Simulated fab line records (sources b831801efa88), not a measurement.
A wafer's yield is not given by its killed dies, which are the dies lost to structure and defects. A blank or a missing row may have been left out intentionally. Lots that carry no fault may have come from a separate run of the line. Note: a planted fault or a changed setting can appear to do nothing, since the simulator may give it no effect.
The same fault as seen by 2 desks | flow gf180mcu | every desk sees just its own numbers, and what lay behind them comes last

## FROM THE METROLOGY DESK
What the gauges read for every lot (on any tool): the sampled wafers with a number, averaged. Any lot whose mean is over 4 standard deviations away from the usual mean is out of limits and marked OUT; that distance is given in the brackets.
Columns: A = cdNm at GF_PSD_CD_MEAS_07, usual 400.4 nm; B = PSD_RS at GF_PSD_RS_MEAS_15, usual 108.0 ohm/sq
lot  | first seen here | A     | B
L253 | day 14 10:15    | 398.0 | 108.0
L255 | day 15 06:55    | 400.4 | 108.3
L257 | day 15 23:28    | 401.3 | 108.2
L258 | day 16 08:20    | 398.9 | 107.9
L259 | day 16 21:57    | 400.7 | 107.6
L260 | day 17 01:50    | 404.3 | 107.9
L262 | day 17 16:13    | 400.2 | 107.9
L265 | day 18 16:42    | 402.2 | 108.8
L271 | day 20 20:08    | 401.9 | 108.0
L272 | day 21 07:29    | 401.6 | 108.0
L274 | day 21 23:35    | 402.1 | 107.6
L275 | day 22 09:44    | 404.3 | 107.9
Finding of this desk: none of the 12 lots has anything out of limits.

## FOR THE TOOL OWNER'S DESK: implanter-04
The tool's own readings at GF_PSD_IMPLANT_09, given as means over the sampled wafers that have a number, one for each lot that went through this tool. Any lot whose mean is over 4 standard deviations away from the usual mean is out of limits and marked OUT; that distance is given in the brackets.
Columns: A = endStationPressureTorr at GF_PSD_IMPLANT_09, usual 1.16e-05 Torr
lot  | first seen here | A
L253 | day 14 10:25    | 1.16e-05
L262 | day 17 16:26    | 1.20e-05
L265 | day 18 16:52    | 1.19e-05
L275 | day 22 09:53    | 1.20e-05
Finding of this desk: none of the 4 lots has anything out of limits.

## BROUGHT TOGETHER
From the metrology desk's view, nothing was out of limits.
The desk of the tool owner found nothing out of limits.

## WHAT THE SIMULATOR HAD PUT IN
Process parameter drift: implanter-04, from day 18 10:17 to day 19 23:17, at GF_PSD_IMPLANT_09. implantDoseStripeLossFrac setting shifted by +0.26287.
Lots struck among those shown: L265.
